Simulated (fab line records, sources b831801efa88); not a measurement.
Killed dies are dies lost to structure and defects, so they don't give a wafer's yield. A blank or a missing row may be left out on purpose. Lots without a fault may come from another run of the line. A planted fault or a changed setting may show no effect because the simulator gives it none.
Problem report in the 8D (eight disciplines) form, filled by code | flow gf180mcu | the parts of the form that need people (team, actions taken, sign-off) are left out

1. THE PROBLEM
NWELL_RS at GF_VT_IMPLANT_RS_MEAS_47 reads a mean of 478.9 ohm/sq on 6 wafers of 2 lots; wafers without a fault read 487.8 ohm/sq with a standard deviation of 1.3. That is -6.9 standard deviations from the usual mean.
The step: measures by four-point-probe.
First seen on wafer L312.1, day 10 07:19, on film_metro-01. The record holds 39 wafers of 13 lots with a number at this step. Rule for "out", or "out of limits": more than 4 standard deviations from the usual mean. The other wafers with a number count as sound.

2. WHAT IT IS AND WHAT IT IS NOT
question                    | is                           | is not
which readings at this step | NWELL_RS                     | -
which lots                  | L312, L316                   | L302, L303, L305, L306, L308, L309, L320, L321, L323, L324, L325
which wafers of those lots  | all that have a number       | -
read on which gauges        | film_metro-01, film_metro-03 | film_metro-02
when                        | from day 10 07:19            | up to then (18 sound wafers); but 15 sound wafers of L320, L321, L323, L324, L325 came after

3. SUSPECTS, AND WHAT RULES EACH OUT
Counting: a tool at a process step up to the reading stays a suspect if it ran every lot that is out and no sound lot after the first of them.
- the gauge at GF_VT_IMPLANT_RS_MEAS_47: ruled out. The wafers that are out were read on 2 gauges (film_metro-01, film_metro-03).
- implanter-01 at GF_NWELL_IMPLANT_09: ruled out as a lasting fault. Sound lots L325 ran on it after its first lot that is out, L312 (day 5 13:39).
- plasma_asher-02 at GF_VT_IMPLANT_STRIP_31 (strips in O2/N2): ruled out as a lasting fault. Sound lots L324 ran on it after its first lot that is out, L312 (day 9 14:09).
Left after counting: nothing in the record.

4. THE CAUSE (what the simulator had put in)
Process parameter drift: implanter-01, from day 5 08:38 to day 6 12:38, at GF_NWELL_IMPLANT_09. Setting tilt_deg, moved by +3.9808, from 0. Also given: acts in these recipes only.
Counting ruled it out, wrongly: the rule takes a fault to strike every lot that its tool runs from its start on, and this one did not.

5. THE CHAIN OF EFFECTS, in route order
Each row: a reading whose mean over the struck wafers that have a number lies more than 3 standard deviations from the usual. Only readings for which the record gives a usual standard deviation are gone through. hours: the time from each lot's start at the first step in this table that gives one to its start at this step, as a median over the lots. sigmas: the change in usual standard deviations.
hours | step                     | reading  | usual          | on struck wafers | change | sigmas
0     | GF_NWELL_IMPLANT_09      | tilt_deg | -0.007 degrees | 3.979            | +3.986 | +99 or more
115   | GF_VT_IMPLANT_RS_MEAS_47 | NWELL_RS | 487.8 ohm/sq   | 478.9            | -8.9   | -6.9
The process steps in it:
- GF_NWELL_IMPLANT_09
Later measuring or inspecting steps at which every struck wafer that the step has a row for has a number for every such reading, and none has moved that far: GF_VT_IMPLANT_RS_MEAS_48.

6. WHAT WOULD HAVE CAUGHT IT SOONER
In this record the first reading out of limits at a measuring or inspecting step was taken at day 10 07:19, 119 hours after the fault began at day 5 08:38.
The tool's own readings at GF_NWELL_IMPLANT_09 were out on every struck wafer that the step has a row for (tilt_deg): an alarm limit on them would have fired on the first of those.
